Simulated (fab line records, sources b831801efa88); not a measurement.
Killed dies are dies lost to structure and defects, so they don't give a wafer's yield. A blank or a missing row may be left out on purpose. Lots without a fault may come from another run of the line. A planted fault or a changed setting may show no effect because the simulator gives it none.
A struck lot beside a sound one | flow gf180mcu | 16 steps out of a route of 602
Sound: wafers L189.2, L189.4, L189.5. Struck: wafers L182.4, L182.6. (L182.1 of the same lot was not struck and is left out.) The cause comes at the end.
At each step with rows: each side's tool, then ch and its chambers, then its first start. Under that, the readings that differ: sound wafers | struck wafers | difference of the means | sigmas: that difference in standard deviations of wafers without a fault.
alike: readings whose means differ by less than 2 such deviations, and words and numbers that are the same on both sides. not compared: withheld readings, readings that some wafer has no value for, bounds like >300 that may hide the same value, and numbers for which the record gives no deviation and whose values overlap.
The two part at a step that has a row with sigmas, a row that says differs or no value, or rows on one side only. Numbers that don't overlap but have no deviation are shown without sigmas and don't part them. A reading that every wafer of one side lacks parts them only if that side has two wafers or more.

GF_STI_THK_MEAS_02:
  sound on film_metro-02, day 4 15:02; struck on film_metro-02, day 3 04:20
  alike: STI_OXIDATION_THK
then, 1 step without rows for these wafers: GF_STI_CVD_03 (deposits Si3N4 from DCS/NH3, target thk 207.16 nm, time 3551 s).
GF_STI_THK_MEAS_04:
  sound on film_metro-01, day 4 18:04; struck on film_metro-01, day 3 06:23
  alike: STI_CVD_03_THK
then, 7 steps without rows for these wafers: GF_STI_DEHYDRATE_05 (time 60 s); GF_STI_HMDS_06 (prime time 60 s); GF_STI_COAT_07 (resist thk 700 nm); GF_STI_SOFTBAKE_08 (time 60 s); GF_STI_EXPOSE_09 (exposes mask COMP, target cd 220 nm); GF_STI_PEB_10 (peb time 90 s); GF_STI_DEVELOP_11 (develop time 60 s).
GF_STI_CD_MEAS_12: target cd 220 nm.
  sound on cd_sem-02, day 5 07:05; struck on cd_sem-01, day 3 19:10
  alike: cd_nm
GF_STI_ETCH_13: etches the open film in CHF3/O2, stops on Si, target depth 282.31 nm, time 112.9 s.
  sound on rie_diel-04 ch 1,2, day 5 07:11; struck on rie_diel-01 ch 1,3, day 3 19:17
  alike: drypump_motor_current_A, oes_product_au, run_length_s, throttle_valve_pct
  not compared: rf_hours_counter_h
GF_STI_ETCH_14: etches Si in HBr/Cl2/O2, target depth 360 nm, time 102.9 s.
  sound on rie_si-01 ch 0,1,2, day 5 07:16; struck on rie_si-02 ch 2, day 3 19:22
  reading                              | sound             | struck      | difference | sigmas
  run_length_s (s)                     | 132.1 131.3 130.8 | 84.9 85.1   | -46.4      | -89
  model.STI.feature_depth_nm (nm)      | 358.5 360.5 359.9 | 198.2 199.6 | -160.7     |
  model.etch.depth_nm (nm)             | 358.5 360.5 359.9 | 198.2 199.6 | -160.7     |
  model.KrF_of_STI_COAT_07.thk_nm (nm) | 321.9 318.9 320.7 | 371.8 376.3 | +53.6      |
  alike: drypump_motor_current_A, oes_product_au, throttle_valve_pct
  not compared: rf_hours_counter_h
GF_STI_STRIP_15: strips in O2/N2.
  sound on plasma_asher-04 ch 0, day 5 07:20; struck on plasma_asher-04 ch 1, day 3 19:26
  reading                      | sound             | struck      | difference | sigmas
  oes_product_au (a.u.)        | 0.386 0.387 0.386 | 0.412 0.415 | +0.027     | +5
  strip_time_to_endpoint_s (s) | 3.76 3.71 3.74    | 4.26 4.31   | +0.55      | +15
  alike: drypump_motor_current_A, heater_power_w, o2_flow_sccm, platen_temp_c
  not compared: rf_hours_counter_h
then, 1 step without rows for these wafers: GF_STI_CLEAN_16 (cleans in dHF, time 25 s).
-- the record jumps here: 28 days lie between the struck wafers' starts before and after (it left off in module STI and takes up again in module PASSIVATION, whose first step shown is number 602 of the route) --
GF_PASSIVATION_PROBE_99:
  sound on prober-02, day 33 10:53; struck on prober-01, day 31 13:23
  reading                                 | sound                         | struck      | difference | sigmas
  model.etest.ldpmos_10p0.r_on_ohm_um     | 1.111e+04 1.129e+04 1.118e+04 | 9997 9972   | -1209      |
  model.etest.pwell_in_dnwell.line_ohm_um | 4152 4199 4159                | 2853 2848   | -1320      |
  model.etest.ldnmos_10p0.r_on_ohm_um     | 3754 3777 3778                | 3064 3085   | -695       |
  model.etest.pwell_in_dnwell.rs_ohm_sq   | 2499 2539 2540                | 1743 1750   | -780       |
  model.etest.p_drift.rs_ohm_sq           | 2352 2362 2364                | 1867 1883   | -484       |
  model.etest.n_drift.rs_ohm_sq           | 1209 1221 1214                | 836.2 839.3 | -376.9     |
  model.etest.nwell.line_ohm_um           | 1154 1177 1161                | 921.8 923.5 | -241.4     |
  model.etest.nwell.rs_ohm_sq             | 995.9 1006 997.8              | 782.9 778.3 | -219.3     |

WHERE THEY PART
First at GF_STI_ETCH_14; last, within this record, at GF_STI_STRIP_15.

WHY: what the simulator had put in
Process parameter drift: rie_si-02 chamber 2, from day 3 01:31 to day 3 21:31, at GF_STI_ETCH_14. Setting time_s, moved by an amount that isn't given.
